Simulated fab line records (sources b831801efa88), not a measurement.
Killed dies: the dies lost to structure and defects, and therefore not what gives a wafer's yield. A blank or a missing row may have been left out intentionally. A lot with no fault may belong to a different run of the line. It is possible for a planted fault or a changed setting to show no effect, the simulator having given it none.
fab line records || flow gf180mcu || part 2 of 2: steps 28 to 38 of 38
record {"lots": 5, "wafers": 15, "last_day": 33}
route steps=602 shown HV_LDD@224 NSD@235 PSD@248
lots untouched by any fault: they come from a run of this same line in which no faults occurred
start_h: hours from the record's first day to the start of the lot's first wafer shown || wait_h: hours from the lot's prior step to this one || " identical to the entry in the row above || L1.1+2: a single row standing in for several wafers || - value missing, or start not given || * or withheld: withheld || < > ~ a bound
route shown NAME@n: names a module that has steps shown in the file, with the first one's number in the route || usual: mean/standard deviation of fault-free wafers || same: alike in all rows || chamber/n: place in a boat || sites: each site's reading || _std_site: how widely they spread, as a standard deviation || _edge_site: inner sites' mean taken away from outer sites' mean || radius_mm: how far each site lies from the wafer's centre || mask NAME#n: copy n || behind: tool/chamber where the wafer was last shaped || hold: cause of the lot's hold/its duration in hours/its outcome || device: the n, p or np transistor that did not switch || end of line: tests run on the same wafers once the route is complete || a step given without rows: its recipe and nothing more || killed: at the first sort, the dies lost to defects and structure; wafer yield is something else || map: dies across one wafer; x = killed, . = not, _ = none there
set.NAME: the setting that was run; set.NAME@STEP: the one run at that earlier step || model.NAME: the simulator's own value behind a step, which no gauge read
certain route steps with their lots: each step a table, each wafer a row
services: from which hour (start_h, from the record's first day; less than 0 if before it) a tool's chamber was out of use, for how many hours, and why
## steps
# step GF_PSD_SOFTBAKE_03
# recipe {"temp_c": 90, "time_s": 60, "resist": "NOVOLAK"}
# usual {"plate_temp_C": "90.01/0.13"}
{"lot.wafer": "L075.2", "tool": "litho_track-01", "chamber": 0, "start_h": 314.96, "wait_h": 0.1, "plate_temp_C": 89.89}
{"lot.wafer": "L075.4", "tool": "litho_track-01", "chamber": 0, "start_h": 314.96, "wait_h": 0.1, "plate_temp_C": 89.99}
{"lot.wafer": "L075.6", "tool": "litho_track-01", "chamber": 0, "start_h": 314.96, "wait_h": 0.1, "plate_temp_C": 90.17}
{"lot.wafer": "L081.2", "tool": "litho_track-04", "chamber": 0, "start_h": 363.13, "wait_h": 0.1, "plate_temp_C": 90.31}
{"lot.wafer": "L081.5", "tool": "litho_track-04", "chamber": 0, "start_h": 363.13, "wait_h": 0.1, "plate_temp_C": 90.10}
{"lot.wafer": "L081.6", "tool": "litho_track-04", "chamber": 0, "start_h": 363.13, "wait_h": 0.1, "plate_temp_C": 90.05}
{"lot.wafer": "L086.1", "tool": "litho_track-04", "chamber": 0, "start_h": 406.40, "wait_h": 0.1, "plate_temp_C": 89.96}
{"lot.wafer": "L086.2", "tool": "litho_track-04", "chamber": 0, "start_h": 406.40, "wait_h": 0.1, "plate_temp_C": 89.88}
{"lot.wafer": "L086.3", "tool": "litho_track-04", "chamber": 0, "start_h": 406.40, "wait_h": 0.1, "plate_temp_C": 89.78}
{"lot.wafer": "L088.2", "tool": "litho_track-04", "chamber": 0, "start_h": 421.53, "wait_h": 0.1, "plate_temp_C": 89.96}
{"lot.wafer": "L088.5", "tool": "litho_track-04", "chamber": 0, "start_h": 421.53, "wait_h": 0.1, "plate_temp_C": 90.13}
{"lot.wafer": "L088.6", "tool": "litho_track-04", "chamber": 0, "start_h": 421.53, "wait_h": 0.1, "plate_temp_C": 89.84}
{"lot.wafer": "L093.3", "tool": "litho_track-04", "chamber": 0, "start_h": 468.80, "wait_h": 0.1, "plate_temp_C": 89.84}
{"lot.wafer": "L093.4", "tool": "litho_track-04", "chamber": 0, "start_h": 468.80, "wait_h": 0.1, "plate_temp_C": 89.99}
{"lot.wafer": "L093.5", "tool": "litho_track-04", "chamber": 0, "start_h": 468.80, "wait_h": 0.1, "plate_temp_C": 89.90}
# step GF_PSD_EXPOSE_04
# recipe {"mask_id": "Pplus", "target_cd_nm": 400, "na": 0.6, "source_shape": "conventional", "sigma_outer": 0.6, "dose_mj": 140}
{"lot.wafer": "L075.2+4+6", "tool": "iline_stepper-01", "chamber": 0, "start_h": "-", "wait_h": "-", "mask": "Pplus#0"}
{"lot.wafer": "L081.2+5+6", "tool": "iline_stepper-01", "chamber": 0, "start_h": "-", "wait_h": "-", "mask": "Pplus#0"}
{"lot.wafer": "L086.1+2+3", "tool": "iline_stepper-01", "chamber": 0, "start_h": "-", "wait_h": "-", "mask": "Pplus#0"}
{"lot.wafer": "L088.2+5+6", "tool": "iline_stepper-02", "chamber": 0, "start_h": "-", "wait_h": "-", "mask": "Pplus#0"}
{"lot.wafer": "L093.3+4+5", "tool": "iline_stepper-01", "chamber": 0, "start_h": "-", "wait_h": "-", "mask": "Pplus#0"}
# step GF_PSD_PEB_05
# recipe {"temp_c": "withheld", "time_s": "*", "resist": "NOVOLAK"}
{"lot.wafer": "L075.2+4+6", "tool": "litho_track-01", "chamber": 0, "start_h": "-", "wait_h": "-"}
{"lot.wafer": "L081.2+5+6", "tool": "litho_track-04", "chamber": 0, "start_h": "-", "wait_h": "-"}
{"lot.wafer": "L086.1+2+3", "tool": "litho_track-02", "chamber": 0, "start_h": "-", "wait_h": "-"}
{"lot.wafer": "L088.2+5+6", "tool": "litho_track-01", "chamber": 0, "start_h": "-", "wait_h": "-"}
{"lot.wafer": "L093.3+4+5", "tool": "litho_track-01", "chamber": 0, "start_h": "-", "wait_h": "-"}
# step GF_PSD_DEVELOP_06
# recipe {"develop_time_s": 60, "dev_temp_c": 23}
{"lot.wafer": "L075.2+4+6", "tool": "litho_track-01", "chamber": 0, "start_h": 324.81, "wait_h": 0.1}
{"lot.wafer": "L081.2+5+6", "tool": "litho_track-04", "chamber": 0, "start_h": 373.73, "wait_h": 0.1}
{"lot.wafer": "L086.1+2+3", "tool": "litho_track-02", "chamber": 0, "start_h": 418.37, "wait_h": 0.1}
{"lot.wafer": "L088.2+5+6", "tool": "litho_track-01", "chamber": 0, "start_h": 433.66, "wait_h": 0.1}
{"lot.wafer": "L093.3+4+5", "tool": "litho_track-01", "chamber": 0, "start_h": 480.69, "wait_h": 0.1}
# step GF_PSD_CD_MEAS_07
# recipe {"target_cd_nm": 400}
# usual {"cd_nm": "400.0/1.8"}
{"lot.wafer": "L075.2", "tool": "cd_sem-02", "chamber": "-", "start_h": 324.96, "wait_h": 0.1, "cd_nm": 403.8}
{"lot.wafer": "L075.4", "tool": "cd_sem-02", "chamber": "-", "start_h": 324.96, "wait_h": 0.1, "cd_nm": 403.1}
{"lot.wafer": "L075.6", "tool": "cd_sem-02", "chamber": "-", "start_h": 324.96, "wait_h": 0.1, "cd_nm": 401.6}
{"lot.wafer": "L081.2", "tool": "cd_sem-01", "chamber": "-", "start_h": 373.87, "wait_h": 0.1, "cd_nm": 399.4}
{"lot.wafer": "L081.5", "tool": "cd_sem-01", "chamber": "-", "start_h": 373.87, "wait_h": 0.1, "cd_nm": 398.9}
{"lot.wafer": "L081.6", "tool": "cd_sem-01", "chamber": "-", "start_h": 373.87, "wait_h": 0.1, "cd_nm": 399.0}
{"lot.wafer": "L086.1", "tool": "cd_sem-02", "chamber": "-", "start_h": 418.52, "wait_h": 0.1, "cd_nm": 399.2}
{"lot.wafer": "L086.2", "tool": "cd_sem-02", "chamber": "-", "start_h": 418.52, "wait_h": 0.1, "cd_nm": 400.5}
{"lot.wafer": "L086.3", "tool": "cd_sem-02", "chamber": "-", "start_h": 418.52, "wait_h": 0.1, "cd_nm": 397.7}
{"lot.wafer": "L088.2", "tool": "cd_sem-01", "chamber": "-", "start_h": 433.81, "wait_h": 0.1, "cd_nm": 400.9}
{"lot.wafer": "L088.5", "tool": "cd_sem-01", "chamber": "-", "start_h": 433.81, "wait_h": 0.1, "cd_nm": 398.9}
{"lot.wafer": "L088.6", "tool": "cd_sem-01", "chamber": "-", "start_h": 433.81, "wait_h": 0.1, "cd_nm": 398.9}
{"lot.wafer": "L093.3", "tool": "cd_sem-02", "chamber": "-", "start_h": 480.83, "wait_h": 0.1, "cd_nm": 400.0}
{"lot.wafer": "L093.4", "tool": "cd_sem-02", "chamber": "-", "start_h": 480.83, "wait_h": 0.1, "cd_nm": 398.8}
{"lot.wafer": "L093.5", "tool": "cd_sem-02", "chamber": "-", "start_h": 480.83, "wait_h": 0.1, "cd_nm": 397.0}
# step GF_PSD_OVL_MEAS_08
# usual {"PSD_OVL": "0.4/1.3"}
{"lot.wafer": "L075.2", "tool": "overlay-01", "chamber": "-", "start_h": 325.07, "wait_h": 0.1, "PSD_OVL[nm]": -0.7}
{"lot.wafer": "L075.4", "tool": "overlay-01", "chamber": "-", "start_h": 325.07, "wait_h": 0.1, "PSD_OVL[nm]": 0.5}
{"lot.wafer": "L075.6", "tool": "overlay-01", "chamber": "-", "start_h": 325.07, "wait_h": 0.1, "PSD_OVL[nm]": 0.2}
{"lot.wafer": "L081.2", "tool": "overlay-01", "chamber": "-", "start_h": 373.98, "wait_h": 0.1, "PSD_OVL[nm]": -2.0}
{"lot.wafer": "L081.5", "tool": "overlay-01", "chamber": "-", "start_h": 373.98, "wait_h": 0.1, "PSD_OVL[nm]": -0.9}
{"lot.wafer": "L081.6", "tool": "overlay-01", "chamber": "-", "start_h": 373.98, "wait_h": 0.1, "PSD_OVL[nm]": -3.7}
{"lot.wafer": "L086.1", "tool": "overlay-02", "chamber": "-", "start_h": 418.64, "wait_h": 0.1, "PSD_OVL[nm]": 0.7}
{"lot.wafer": "L086.2", "tool": "overlay-02", "chamber": "-", "start_h": 418.64, "wait_h": 0.1, "PSD_OVL[nm]": 0.3}
{"lot.wafer": "L086.3", "tool": "overlay-02", "chamber": "-", "start_h": 418.64, "wait_h": 0.1, "PSD_OVL[nm]": 1.5}
{"lot.wafer": "L088.2", "tool": "overlay-01", "chamber": "-", "start_h": 433.91, "wait_h": 0.1, "PSD_OVL[nm]": -1.2}
{"lot.wafer": "L088.5", "tool": "overlay-01", "chamber": "-", "start_h": 433.91, "wait_h": 0.1, "PSD_OVL[nm]": -1.6}
{"lot.wafer": "L088.6", "tool": "overlay-01", "chamber": "-", "start_h": 433.91, "wait_h": 0.1, "PSD_OVL[nm]": 0.7}
{"lot.wafer": "L093.3", "tool": "overlay-01", "chamber": "-", "start_h": 480.92, "wait_h": 0.1, "PSD_OVL[nm]": 1.3}
{"lot.wafer": "L093.4", "tool": "overlay-01", "chamber": "-", "start_h": 480.92, "wait_h": 0.1, "PSD_OVL[nm]": 0.3}
{"lot.wafer": "L093.5", "tool": "overlay-01", "chamber": "-", "start_h": 480.92, "wait_h": 0.1, "PSD_OVL[nm]": -0.1}
# step GF_PSD_IMPLANT_09
# recipe {"species": "BF2", "energy_kev": 40, "dose_cm2": 1.5e+15, "tilt_deg": 7}
# usual {"dose_ions_cm2": "1.4995e+15/1.6e+12", "faraday_current_uA": "8235/180"}
# same {"implant_ion_amu": 49}
{"lot.wafer": "L075.2", "tool": "implanter-02", "chamber": 0, "start_h": 325.12, "wait_h": 0.0, "dose_ions_cm2": 1.496e+15, "faraday_current_uA": 8318}
{"lot.wafer": "L075.4", "tool": "implanter-02", "chamber": 0, "start_h": 325.12, "wait_h": 0.0, "dose_ions_cm2": 1.4987e+15, "faraday_current_uA": 7973}
{"lot.wafer": "L075.6", "tool": "implanter-02", "chamber": 0, "start_h": 325.12, "wait_h": 0.0, "dose_ions_cm2": 1.4951e+15, "faraday_current_uA": 8131}
{"lot.wafer": "L081.2", "tool": "implanter-02", "chamber": 0, "start_h": 374.04, "wait_h": 0.0, "dose_ions_cm2": 1.5025e+15, "faraday_current_uA": 8320}
{"lot.wafer": "L081.5", "tool": "implanter-02", "chamber": 0, "start_h": 374.04, "wait_h": 0.0, "dose_ions_cm2": 1.501e+15, "faraday_current_uA": 7912}
{"lot.wafer": "L081.6", "tool": "implanter-02", "chamber": 0, "start_h": 374.04, "wait_h": 0.0, "dose_ions_cm2": 1.5014e+15, "faraday_current_uA": 8436}
{"lot.wafer": "L086.1", "tool": "implanter-04", "chamber": 0, "start_h": 418.68, "wait_h": 0.0, "dose_ions_cm2": 1.5009e+15, "faraday_current_uA": 8414}
{"lot.wafer": "L086.2", "tool": "implanter-04", "chamber": 0, "start_h": 418.68, "wait_h": 0.0, "dose_ions_cm2": 1.4998e+15, "faraday_current_uA": 8379}
{"lot.wafer": "L086.3", "tool": "implanter-04", "chamber": 0, "start_h": 418.68, "wait_h": 0.0, "dose_ions_cm2": 1.5005e+15, "faraday_current_uA": 8223}
{"lot.wafer": "L088.2", "tool": "implanter-04", "chamber": 0, "start_h": 433.97, "wait_h": 0.0, "dose_ions_cm2": 1.501e+15, "faraday_current_uA": 8208}
{"lot.wafer": "L088.5", "tool": "implanter-04", "chamber": 0, "start_h": 433.97, "wait_h": 0.0, "dose_ions_cm2": 1.5008e+15, "faraday_current_uA": 8103}
{"lot.wafer": "L088.6", "tool": "implanter-04", "chamber": 0, "start_h": 433.97, "wait_h": 0.0, "dose_ions_cm2": 1.4981e+15, "faraday_current_uA": 8247}
{"lot.wafer": "L093.3", "tool": "implanter-02", "chamber": 0, "start_h": 480.99, "wait_h": 0.1, "dose_ions_cm2": 1.4982e+15, "faraday_current_uA": 8260}
{"lot.wafer": "L093.4", "tool": "implanter-02", "chamber": 0, "start_h": 480.99, "wait_h": 0.1, "dose_ions_cm2": 1.4989e+15, "faraday_current_uA": 8210}
{"lot.wafer": "L093.5", "tool": "implanter-02", "chamber": 0, "start_h": 480.99, "wait_h": 0.1, "dose_ions_cm2": 1.4987e+15, "faraday_current_uA": 8391}
# step GF_PSD_STRIP_10
# recipe {"chemistry": "O2/N2", "power_w": 1400, "pressure_mtorr": 1500, "platen_temp_c": 250, "o2_flow_sccm": 3000, "n2_flow_sccm": 300, "overash_fraction": 0.5}
# usual {"chamber_pressure_mTorr": "1500.1/1.4", "drypump_motor_current_A": "5.8/0.7", "heater_power_w": "335/47", "oes_product_au": "0.593/0.0045", "strip_time_to_endpoint_s": "16.53/0.04"}
# same {"overash_fraction": 0.5}
{"lot.wafer": "L075.2", "tool": "plasma_asher-01", "chamber": 0, "start_h": 325.25, "wait_h": 0.1, "chamber_pressure_mTorr": 1497.4, "drypump_motor_current_A": 6.2, "heater_power_w": 378, "oes_product_au": 0.594, "rf_hours_counter_h": 49, "strip_time_to_endpoint_s": 16.45}
{"lot.wafer": "L075.4", "tool": "plasma_asher-01", "chamber": 1, "start_h": 325.25, "wait_h": 0.1, "chamber_pressure_mTorr": 1502.3, "drypump_motor_current_A": 6.6, "heater_power_w": 267, "oes_product_au": 0.587, "rf_hours_counter_h": "-", "strip_time_to_endpoint_s": 16.49}
{"lot.wafer": "L075.6", "tool": "plasma_asher-01", "chamber": 1, "start_h": 325.25, "wait_h": 0.1, "chamber_pressure_mTorr": 1498.6, "drypump_motor_current_A": 6.6, "heater_power_w": 267, "oes_product_au": 0.589, "rf_hours_counter_h": "-", "strip_time_to_endpoint_s": 16.45}
{"lot.wafer": "L081.2", "tool": "plasma_asher-03", "chamber": 0, "start_h": 374.16, "wait_h": 0.1, "chamber_pressure_mTorr": 1499.6, "drypump_motor_current_A": 5.2, "heater_power_w": 282, "oes_product_au": 0.589, "rf_hours_counter_h": 75, "strip_time_to_endpoint_s": 16.48}
{"lot.wafer": "L081.5", "tool": "plasma_asher-03", "chamber": 0, "start_h": 374.16, "wait_h": 0.1, "chamber_pressure_mTorr": 1501.8, "drypump_motor_current_A": 5.2, "heater_power_w": 278, "oes_product_au": 0.594, "rf_hours_counter_h": "-", "strip_time_to_endpoint_s": 16.53}
{"lot.wafer": "L081.6", "tool": "plasma_asher-03", "chamber": 1, "start_h": 374.16, "wait_h": 0.1, "chamber_pressure_mTorr": 1500.3, "drypump_motor_current_A": 4.6, "heater_power_w": 361, "oes_product_au": 0.597, "rf_hours_counter_h": "-", "strip_time_to_endpoint_s": 16.52}
{"lot.wafer": "L086.1", "tool": "plasma_asher-04", "chamber": 0, "start_h": 418.83, "wait_h": 0.1, "chamber_pressure_mTorr": 1499.1, "drypump_motor_current_A": 6.1, "heater_power_w": 352, "oes_product_au": 0.598, "rf_hours_counter_h": 77, "strip_time_to_endpoint_s": 16.46}
{"lot.wafer": "L086.2", "tool": "plasma_asher-04", "chamber": 1, "start_h": 418.83, "wait_h": 0.1, "chamber_pressure_mTorr": 1499.3, "drypump_motor_current_A": 6.1, "heater_power_w": 393, "oes_product_au": 0.595, "rf_hours_counter_h": 77, "strip_time_to_endpoint_s": 16.48}
{"lot.wafer": "L086.3", "tool": "plasma_asher-04", "chamber": 1, "start_h": 418.83, "wait_h": 0.1, "chamber_pressure_mTorr": 1501.0, "drypump_motor_current_A": 6.1, "heater_power_w": 393, "oes_product_au": 0.597, "rf_hours_counter_h": "-", "strip_time_to_endpoint_s": 16.44}
{"lot.wafer": "L088.2", "tool": "plasma_asher-03", "chamber": 1, "start_h": 434.09, "wait_h": 0.1, "chamber_pressure_mTorr": 1499.1, "drypump_motor_current_A": 4.6, "heater_power_w": 361, "oes_product_au": 0.592, "rf_hours_counter_h": 82, "strip_time_to_endpoint_s": 16.49}
{"lot.wafer": "L088.5", "tool": "plasma_asher-03", "chamber": 0, "start_h": 434.09, "wait_h": 0.1, "chamber_pressure_mTorr": 1499.6, "drypump_motor_current_A": 5.2, "heater_power_w": 275, "oes_product_au": 0.595, "rf_hours_counter_h": "-", "strip_time_to_endpoint_s": 16.45}
{"lot.wafer": "L088.6", "tool": "plasma_asher-03", "chamber": 1, "start_h": 434.09, "wait_h": 0.1, "chamber_pressure_mTorr": 1500.4, "drypump_motor_current_A": 4.6, "heater_power_w": 369, "oes_product_au": 0.590, "rf_hours_counter_h": "-", "strip_time_to_endpoint_s": 16.49}
{"lot.wafer": "L093.3", "tool": "plasma_asher-03", "chamber": 0, "start_h": 481.13, "wait_h": 0.1, "chamber_pressure_mTorr": 1498.6, "drypump_motor_current_A": 5.2, "heater_power_w": 282, "oes_product_au": 0.589, "rf_hours_counter_h": "-", "strip_time_to_endpoint_s": 16.55}
{"lot.wafer": "L093.4", "tool": "plasma_asher-03", "chamber": 1, "start_h": 481.13, "wait_h": 0.1, "chamber_pressure_mTorr": 1498.7, "drypump_motor_current_A": 4.6, "heater_power_w": 370, "oes_product_au": 0.597, "rf_hours_counter_h": "-", "strip_time_to_endpoint_s": 16.55}
{"lot.wafer": "L093.5", "tool": "plasma_asher-03", "chamber": 0, "start_h": 481.13, "wait_h": 0.1, "chamber_pressure_mTorr": 1500.4, "drypump_motor_current_A": 5.2, "heater_power_w": 283, "oes_product_au": 0.588, "rf_hours_counter_h": "-", "strip_time_to_endpoint_s": 16.52}
# step GF_PSD_TW_MEAS_11
# usual {"PSD_TW": "3194/28"}
{"lot.wafer": "L075.2", "tool": "film_metro-04", "chamber": "-", "start_h": 325.36, "wait_h": 0.1, "PSD_TW": 3242}
{"lot.wafer": "L075.4", "tool": "film_metro-04", "chamber": "-", "start_h": 325.36, "wait_h": 0.1, "PSD_TW": 3235}
{"lot.wafer": "L075.6", "tool": "film_metro-04", "chamber": "-", "start_h": 325.36, "wait_h": 0.1, "PSD_TW": 3236}
{"lot.wafer": "L081.2", "tool": "film_metro-03", "chamber": "-", "start_h": 374.27, "wait_h": 0.1, "PSD_TW": 3148}
{"lot.wafer": "L081.5", "tool": "film_metro-03", "chamber": "-", "start_h": 374.27, "wait_h": 0.1, "PSD_TW": 3154}
{"lot.wafer": "L081.6", "tool": "film_metro-03", "chamber": "-", "start_h": 374.27, "wait_h": 0.1, "PSD_TW": 3146}
{"lot.wafer": "L086.1", "tool": "film_metro-02", "chamber": "-", "start_h": 418.93, "wait_h": 0.1, "PSD_TW": 3202}
{"lot.wafer": "L086.2", "tool": "film_metro-02", "chamber": "-", "start_h": 418.93, "wait_h": 0.1, "PSD_TW": 3193}
{"lot.wafer": "L086.3", "tool": "film_metro-02", "chamber": "-", "start_h": 418.93, "wait_h": 0.1, "PSD_TW": 3190}
{"lot.wafer": "L088.2", "tool": "film_metro-04", "chamber": "-", "start_h": 434.20, "wait_h": 0.1, "PSD_TW": 3225}
{"lot.wafer": "L088.5", "tool": "film_metro-04", "chamber": "-", "start_h": 434.20, "wait_h": 0.1, "PSD_TW": 3209}
{"lot.wafer": "L088.6", "tool": "film_metro-04", "chamber": "-", "start_h": 434.20, "wait_h": 0.1, "PSD_TW": 3205}
{"lot.wafer": "L093.3", "tool": "film_metro-03", "chamber": "-", "start_h": 481.21, "wait_h": 0.1, "PSD_TW": 3155}
{"lot.wafer": "L093.4", "tool": "film_metro-03", "chamber": "-", "start_h": 481.21, "wait_h": 0.1, "PSD_TW": 3153}
{"lot.wafer": "L093.5", "tool": "film_metro-03", "chamber": "-", "start_h": 481.21, "wait_h": 0.1, "PSD_TW": 3176}
# step GF_PSD_CLEAN_12
# recipe {"chemistry": "SC1/SC2", "mix": "1:4:20", "temp_c": 70, "time_s": 150, "dry": "n2_spin"}
{"lot.wafer": "L075.2+4+6", "tool": "wet_bench-01", "chamber": 3, "start_h": 325.41, "wait_h": 0.0}
{"lot.wafer": "L081.2+5+6", "tool": "wet_bench-02", "chamber": 2, "start_h": 374.32, "wait_h": 0.0}
{"lot.wafer": "L086.1+2+3", "tool": "wet_bench-03", "chamber": 2, "start_h": 418.99, "wait_h": 0.1}
{"lot.wafer": "L088.2+5+6", "tool": "wet_bench-02", "chamber": 3, "start_h": 434.25, "wait_h": 0.0}
{"lot.wafer": "L093.3+4+5", "tool": "wet_bench-02", "chamber": 1, "start_h": 481.25, "wait_h": 0.0}
# step GF_PSD_RTA_13
# recipe {"temp_c": 1025, "time_s": 20, "ambient": "N2"}
# usual {"lamp_power_pct": "34.1/2", "wafer_temp_C_max": "1028.3/0.86"}
{"lot.wafer": "L075.2", "tool": "rtp_anneal-02", "chamber": 0, "start_h": 325.47, "wait_h": 0.0, "lamp_power_pct": 35.1, "wafer_temp_C_max": 1028.5}
{"lot.wafer": "L075.4", "tool": "rtp_anneal-02", "chamber": 0, "start_h": 325.47, "wait_h": 0.0, "lamp_power_pct": 35.2, "wafer_temp_C_max": 1027.5}
{"lot.wafer": "L075.6", "tool": "rtp_anneal-02", "chamber": 0, "start_h": 325.47, "wait_h": 0.0, "lamp_power_pct": 35.1, "wafer_temp_C_max": 1027.9}
{"lot.wafer": "L081.2", "tool": "rtp_anneal-02", "chamber": 0, "start_h": 374.39, "wait_h": 0.0, "lamp_power_pct": 35.1, "wafer_temp_C_max": 1029.2}
{"lot.wafer": "L081.5", "tool": "rtp_anneal-02", "chamber": 0, "start_h": 374.39, "wait_h": 0.0, "lamp_power_pct": 35.2, "wafer_temp_C_max": 1028.2}
{"lot.wafer": "L081.6", "tool": "rtp_anneal-02", "chamber": 0, "start_h": 374.39, "wait_h": 0.0, "lamp_power_pct": 35.2, "wafer_temp_C_max": 1027.0}
{"lot.wafer": "L086.1", "tool": "rtp_anneal-02", "chamber": 0, "start_h": 419.04, "wait_h": 0.0, "lamp_power_pct": 35.1, "wafer_temp_C_max": 1029.1}
{"lot.wafer": "L086.2", "tool": "rtp_anneal-02", "chamber": 0, "start_h": 419.04, "wait_h": 0.0, "lamp_power_pct": 35.1, "wafer_temp_C_max": 1027.1}
{"lot.wafer": "L086.3", "tool": "rtp_anneal-02", "chamber": 0, "start_h": 419.04, "wait_h": 0.0, "lamp_power_pct": 35.2, "wafer_temp_C_max": 1028.0}
{"lot.wafer": "L088.2", "tool": "rtp_anneal-02", "chamber": 0, "start_h": 434.32, "wait_h": 0.0, "lamp_power_pct": 35.1, "wafer_temp_C_max": 1028.0}
{"lot.wafer": "L088.5", "tool": "rtp_anneal-02", "chamber": 0, "start_h": 434.32, "wait_h": 0.0, "lamp_power_pct": 35.2, "wafer_temp_C_max": 1029.4}
{"lot.wafer": "L088.6", "tool": "rtp_anneal-02", "chamber": 0, "start_h": 434.32, "wait_h": 0.0, "lamp_power_pct": 35.2, "wafer_temp_C_max": 1028.9}
{"lot.wafer": "L093.3", "tool": "rtp_anneal-02", "chamber": 0, "start_h": 481.33, "wait_h": 0.0, "lamp_power_pct": 35.1, "wafer_temp_C_max": 1028.7}
{"lot.wafer": "L093.4", "tool": "rtp_anneal-02", "chamber": 0, "start_h": 481.33, "wait_h": 0.0, "lamp_power_pct": 35.2, "wafer_temp_C_max": 1028.5}
{"lot.wafer": "L093.5", "tool": "rtp_anneal-02", "chamber": 0, "start_h": 481.33, "wait_h": 0.0, "lamp_power_pct": 35.1, "wafer_temp_C_max": 1028.2}
## services
{"tool": "rie_diel-04", "chamber": "-", "start_h": 274.94, "hours": 1.2, "kind": "repair"}
{"tool": "iline_stepper-01", "chamber": "-", "start_h": 284.29, "hours": 2.1, "kind": "pm"}
{"tool": "lpcvd-01", "chamber": "-", "start_h": 291.68, "hours": 9.7, "kind": "repair"}
{"tool": "rie_diel-04", "chamber": 1, "start_h": 296.19, "hours": 6.0, "kind": "repair"}
{"tool": "iline_stepper-01", "chamber": "-", "start_h": 302.05, "hours": 4.4, "kind": "pm"}
{"tool": "iline_stepper-01", "chamber": "-", "start_h": 306.49, "hours": 1.7, "kind": "pm"}
{"tool": "rie_diel-04", "chamber": 2, "start_h": 312.14, "hours": 2.5, "kind": "repair"}
{"tool": "lpcvd-01", "chamber": "-", "start_h": 314.02, "hours": 0.6, "kind": "repair"}
{"tool": "implanter-04", "chamber": "-", "start_h": 333.10, "hours": 6.6, "kind": "repair"}
{"tool": "plasma_asher-01", "chamber": "-", "start_h": 338.78, "hours": 1.8, "kind": "repair"}
{"tool": "lpcvd-01", "chamber": "-", "start_h": 344.18, "hours": 21.4, "kind": "repair"}
{"tool": "iline_stepper-02", "chamber": "-", "start_h": 349.81, "hours": 1.7, "kind": "pm"}
{"tool": "rie_diel-04", "chamber": 1, "start_h": 387.91, "hours": 3.5, "kind": "repair"}
{"tool": "rie_diel-04", "chamber": "-", "start_h": 391.91, "hours": 14.6, "kind": "pm"}
{"tool": "implanter-02", "chamber": "-", "start_h": 393.07, "hours": 2.4, "kind": "pm"}
{"tool": "implanter-04", "chamber": "-", "start_h": 398.53, "hours": 5.2, "kind": "pm"}
{"tool": "wet_bench-02", "chamber": "-", "start_h": 399.13, "hours": 26.3, "kind": "repair"}
{"tool": "rtp_anneal-02", "chamber": "-", "start_h": 420.82, "hours": 1.6, "kind": "pm"}
{"tool": "plasma_asher-04", "chamber": "-", "start_h": 421.25, "hours": 9.0, "kind": "pm"}
{"tool": "wet_bench-01", "chamber": "-", "start_h": 428.95, "hours": 2.0, "kind": "repair"}
{"tool": "iline_stepper-01", "chamber": "-", "start_h": 447.28, "hours": 0.8, "kind": "repair"}
{"tool": "implanter-02", "chamber": "-", "start_h": 464.10, "hours": 2.0, "kind": "repair"}
{"tool": "plasma_asher-01", "chamber": "-", "start_h": 475.77, "hours": 0.7, "kind": "repair"}
{"tool": "lpcvd-02", "chamber": "-", "start_h": 478.02, "hours": 6.0, "kind": "pm"}
